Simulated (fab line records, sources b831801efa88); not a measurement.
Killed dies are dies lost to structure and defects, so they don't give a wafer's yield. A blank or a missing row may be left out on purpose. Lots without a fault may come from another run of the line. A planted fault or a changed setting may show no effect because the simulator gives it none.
Which tool did it? | flow gf180mcu | 7 lots, 21 wafers sampled, at 3 steps of a route of 602

WHAT THE GAUGES READ, wafer by wafer
GF_TOP_METAL_CD_MEAS_14: target cd 440 nm.
lot  | measured     | on        | cd_nm (nm)
L615 | day 28 01:41 | cd_sem-01 | 440.4 440.0 438.5
L617 | day 28 18:22 | cd_sem-02 | 442.6 442.8 444.0
L621 | day 30 06:40 | cd_sem-02 | 442.2 441.6 441.4
L624 | day 31 08:12 | cd_sem-02 | 435.6 439.4 436.2
L632 | day 33 03:02 | cd_sem-02 | 439.9 439.8 437.0
L634 | day 33 17:02 | cd_sem-01 | 438.0 438.9 439.9
L637 | day 34 06:23 | cd_sem-02 | 441.5 444.8 442.0

WHICH TOOL RAN EACH LOT (tool, then ch and the chambers of the sampled wafers, then the start)
lot  | GF_SALICIDE_WET_ETCH_01         | GF_TOP_METAL_SPUTTER_03
L615 | wet_bench-03 ch 1, day 15 04:38 | pvd_sputter-04, day 27 06:00
L617 | wet_bench-04 ch 2, day 15 20:49 | pvd_sputter-04, day 27 22:47
L621 | wet_bench-04 ch 3, day 17 15:39 | pvd_sputter-04, day 29 11:52
L624 | wet_bench-04 ch 1, day 19 02:08 | pvd_sputter-01, day 30 14:38
L632 | wet_bench-02 ch 0, day 21 13:52 | pvd_sputter-03, day 32 10:52
L634 | wet_bench-04 ch 0, day 22 11:44 | pvd_sputter-04, day 33 01:58
L637 | wet_bench-04 ch 2, day 23 05:53 | pvd_sputter-04, day 33 15:10
- GF_SALICIDE_WET_ETCH_01: etches SiO2 in dHF, target depth 5 nm, time 100 s.
- GF_TOP_METAL_SPUTTER_03: material Ti, target thk 5 nm, time 3.3 s.

THE ANSWER, worked out from the rows above alone
Rule: what is usual is taken from the lots themselves. Put in order of their means at a reading, lots are off if they are a third of the lots or fewer, leave a main group of 4 or more, and stand apart from it by a gap of 3 or more times the standard deviation of the main group's means; of several such gaps the widest counts. A main group whose means are all the same, to the digits that the tables above print for the reading, isn't used. A lot without any number at a reading at which 4 lots or more have one is off too. The other lots that the step has rows for count as sound.
No lot is off at any reading shown: from this, nothing can be told.

WHAT THE SIMULATOR HAD PUT IN
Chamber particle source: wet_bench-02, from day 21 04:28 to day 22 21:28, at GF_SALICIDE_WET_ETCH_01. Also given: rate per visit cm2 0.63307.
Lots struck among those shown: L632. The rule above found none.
